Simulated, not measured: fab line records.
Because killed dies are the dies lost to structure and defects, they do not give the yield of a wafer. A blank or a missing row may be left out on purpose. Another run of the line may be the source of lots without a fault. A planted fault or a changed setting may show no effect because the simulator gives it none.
Matching of chambers    flow gf180mcu    pecvd-01 running GF_PASSIVATION_CVD_02: 3 sister chambers
The step deposits Si3N4, target thk 700 nm, time 486.18 s. 3 wafers are shown with their chamber, then 10 later ones without.

== WAFERS PAIRED WITH THEIR CHAMBERS ==
wafer   chamber  heater power w (W)
L083.6  1        651
L090.2  2        640
L090.4  0        582

== WAFERS WITH NO CHAMBER GIVEN ==
wafer   heater power w (W)
L090.6  779
L091.1  708
L091.2  514
L091.3  673
L092.2  605
L092.4  655
L092.6  646
L096.1  652
L096.2  764
L096.4  672

== EACH ONE'S CHAMBER ==
wafer   from the rows above           in truth
L090.6  can't be placed: 1 or 2 or 0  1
L091.1  can't be placed: 1 or 2 or 0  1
L091.2  can't be placed: 0 or 2 or 1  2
L091.3  can't be placed: 1 or 2 or 0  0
L092.2  can't be placed: 0 or 2 or 1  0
L092.4  can't be placed: 1 or 2 or 0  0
L092.6  can't be placed: 1 or 2 or 0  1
L096.1  can't be placed: 1 or 2 or 0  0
L096.2  can't be placed: 1 or 2 or 0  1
L096.4  can't be placed: 1 or 2 or 0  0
0 of 10 placed correctly. Unplaceable from these rows: 10, with the true chamber sitting among the candidates in 10. 0 placed wrongly.
How it was worked out, from the rows above alone: a wafer's distance from a chamber is the root of the sum, over the readings, of the square of ((its reading less the chamber's mean) divided by the reading's scatter). The wafer belongs to the nearest chamber; if the next one is less than 2 further off, it can't be placed. For every chamber, the mean is computed from those of its wafers that are shown. The scatter: root of mean squared gap, hidden wafer to nearest shown wafer, with one shown wafer a chamber.
